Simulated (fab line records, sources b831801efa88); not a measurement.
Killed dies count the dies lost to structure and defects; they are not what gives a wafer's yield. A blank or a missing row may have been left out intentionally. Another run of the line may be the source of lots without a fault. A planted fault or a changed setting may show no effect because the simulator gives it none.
The tool behind it: which one?    flow sky130    14 lots with 42 wafers sampled at 3 steps, on a route of 708 steps

## WHAT EACH GAUGE READ, for each wafer
SKY_SD_N_TW_MEAS_12. Usual: SD_N_TW typically reads 4030, with standard deviation 39.
lot   measured      on             SD_N_TW         flag
L196  day 27 11:24  film_metro-02  4008 3997 3995  
L197  day 27 17:33  film_metro-02  4011 4016 4022  
L198  day 28 07:25  film_metro-04  4020 4041 4013  
L199  day 30 00:43  film_metro-01  4009 4003 4004  
L201  day 30 12:40  film_metro-04  4090 4092 4109  
L204  day 31 07:55  film_metro-04  4077 4069 4074  
L206  day 31 13:26  film_metro-04  4052 4076 4054  
L205  day 31 14:04  film_metro-02  3984 3990 3996  
L209  day 32 11:28  film_metro-01  3993 3981 3964  
L213  day 33 11:53  film_metro-04  4055 4048 4042  
L214  day 33 19:00  film_metro-01  4015 4019 4027  
L215  day 34 01:41  film_metro-02  4051 4035 4027  
L218  day 35 02:26  film_metro-01  3944 3935 3942  
L219  day 35 09:19  film_metro-02  4029 4032 4046  

SKY_SD_N_RS_MEAS_17: the measuring method here is four-point-probe. Usual: SD_P_RS typically reads 147.0 ohm/sq, with standard deviation 0.41.
lot   measured      on             SD_P_RS (ohm/sq)   flag
L196  day 27 11:52  film_metro-04  146.6 146.8 146.8  
L197  day 27 17:58  film_metro-01  147.2 146.8 146.8  
L198  day 28 07:50  film_metro-02  146.8 146.6 146.6  
L199  day 30 01:09  film_metro-01  147.5 147.1 147.0  
L201  day 30 13:04  film_metro-01  146.4 147.2 146.2  
L204  day 31 08:20  film_metro-01  147.7 147.0 147.6  
L206  day 31 13:52  film_metro-01  147.1 147.2 147.2  
L205  day 31 14:29  film_metro-01  146.9 147.4 147.5  
L209  day 32 11:53  film_metro-01  146.7 146.6 146.4  
L213  day 33 12:17  film_metro-02  148.0 147.8 147.3  
L214  day 33 19:24  film_metro-04  146.6 146.3 146.3  
L215  day 34 02:05  film_metro-01  146.6 146.6 146.6  
L218  day 35 02:53  film_metro-02  147.1 147.2 147.0  
L219  day 35 09:43  film_metro-04  147.0 147.0 147.3  

SKY_LI_CONTACT_CD_MEAS_12 targets a cd of 170 nm. Usual: cd_nm 170.4 nm, standard deviation 1.3.
lot   measured      on         cd_nm (nm)         flag
L196  day 28 17:34  cd_sem-02  171.8 171.9 171.2  
L197  day 28 22:20  cd_sem-02  168.9 169.6 169.1  
L198  day 29 13:08  cd_sem-01  171.7 172.4 169.4  
L199  day 31 06:07  cd_sem-01  169.3 168.8 168.6  
L201  day 31 17:14  cd_sem-01  169.8 170.5 170.4  
L204  day 32 12:22  cd_sem-01  173.1 172.4 172.3  
L206  day 32 17:39  cd_sem-01  172.4 171.9 173.6  
L205  day 32 18:00  cd_sem-02  170.9 170.9 170.0  
L209  day 33 14:41  cd_sem-01  171.2 172.0 171.7  
L213  day 34 15:31  cd_sem-02  169.1 168.9 169.4  
L214  day 34 22:13  cd_sem-01  168.1 170.1 169.6  
L215  day 35 04:31  cd_sem-01  166.7 168.5 169.6  
L218  day 36 05:38  cd_sem-01  169.4 169.4 169.6  
L219  day 36 12:40  cd_sem-02  171.4 169.9 171.3  

## EACH LOT AND THE TOOL THAT RAN IT (in order: tool; ch and the chambers of the sampled wafers; start)
No process step before these readings appears in the record.

## AS READ BY THE TOOLS THEMSELVES (means over the sampled wafers that have a number; for cases with no such wafer, the mark the record gives instead)
The record holds no such reading with a usual standard deviation.

## THE ANSWER, worked out from the rows above alone
Rule: a lot is off if the mean of its wafers that have a number lies more than 3 standard deviations from the usual mean. A lot without any number at a reading at which 4 lots or more have one is off too. Any other lot the step has rows for is counted as sound. First the gauges in route order, then the tools' own readings, where a lot's mean is used as printed above. At the first step where some lot is off, the reading lying furthest off is the one used; lots without a number count as furthest.
No lot is off at any reading shown: from this, nothing can be told.

## WHAT HAD BEEN PUT IN BY THE SIMULATOR
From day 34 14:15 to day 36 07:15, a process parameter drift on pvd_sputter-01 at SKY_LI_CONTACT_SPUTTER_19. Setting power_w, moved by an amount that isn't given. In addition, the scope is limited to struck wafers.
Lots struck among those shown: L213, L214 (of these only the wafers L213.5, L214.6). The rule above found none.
